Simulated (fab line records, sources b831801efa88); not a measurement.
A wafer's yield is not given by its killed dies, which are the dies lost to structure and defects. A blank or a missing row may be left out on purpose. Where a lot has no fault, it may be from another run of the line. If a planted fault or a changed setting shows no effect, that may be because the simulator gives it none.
Which tool is to blame?	flow gf180mcu	6 lots with 18 wafers sampled at 4 steps, on a route of 602 steps

## WHAT EACH GAUGE READ, for each wafer
GF_HV_LDD_CD_MEAS_46 targets a cd of 400 nm.
lot	measured	on	cdNm (nm)
L956	day 12 17:29	cdSem-01	399.0 399.6 402.1
L958	day 13 17:02	cdSem-02	400.2 401.2 401.9
L960	day 14 04:52	cdSem-02	402.9 402.5 403.1
L963	day 14 22:07	cdSem-02	399.2 401.7 400.6
L966	day 16 02:57	cdSem-02	398.8 397.8 398.1
L973	day 18 08:10	cdSem-01	401.1 401.3 402.2

## TOOL THAT RAN EACH LOT (tool first, then ch and the chambers of the sampled wafers, then the start)
lot	GF_VT_IMPLANT_STRIP_42	GF_DUAL_GATE_OXIDATION_15	GF_HV_LDD_STRIP_10
L956	plasmaAsher-01 ch 0,1, day 7 19:55	furnace-01 ch 0, day 8 18:18	plasmaAsher-01 ch 0,1, day 10 09:21
L958	plasmaAsher-04 ch 0,1, day 8 10:08	furnace-01 ch 0, day 9 07:53	plasmaAsher-04 ch 0,1, day 11 06:18
L960	plasmaAsher-01 ch 0, day 8 21:10	furnace-01 ch 0, day 9 23:11	plasmaAsher-04 ch 0,1, day 11 15:42
L963	plasmaAsher-02 ch 0,1, day 9 16:13	furnace-01 ch 0, day 10 14:22	plasmaAsher-03 ch 0,1, day 12 08:21
L966	plasmaAsher-01 ch 0,1, day 10 14:14	furnace-01 ch 0, day 11 14:09	plasmaAsher-01 ch 0,1, day 13 10:40
L973	plasmaAsher-04 ch 0,1, day 12 10:28	furnace-02 ch 0, day 13 12:05	plasmaAsher-01 ch 0,1, day 15 11:44
- GF_VT_IMPLANT_STRIP_42: strips in O2/N2.
- GF_DUAL_GATE_OXIDATION_15: stabilise 600 s, purge 300 s, target thk 7.098 nm.
- GF_HV_LDD_STRIP_10: strips in O2/N2.

## THE ANSWER, worked out from the rows above alone
Rule: what is usual is taken from the lots themselves. The widest of any qualifying gaps counts: lots, ordered by their means at a reading, are off when they make up no more than a third of the lots, leave a main group of 4 or more, and stand apart from it by 3 or more times the standard deviation of that group's means. Not used: any main group whose means are identical at the precision the tables above print for the reading. A lot without any number at a reading at which 4 lots or more have one is off too. The other lots that the step has rows for count as sound.
Across all readings shown, no lot is off: no conclusion can be drawn from this.

## WHAT THE SIMULATOR HAD PUT IN
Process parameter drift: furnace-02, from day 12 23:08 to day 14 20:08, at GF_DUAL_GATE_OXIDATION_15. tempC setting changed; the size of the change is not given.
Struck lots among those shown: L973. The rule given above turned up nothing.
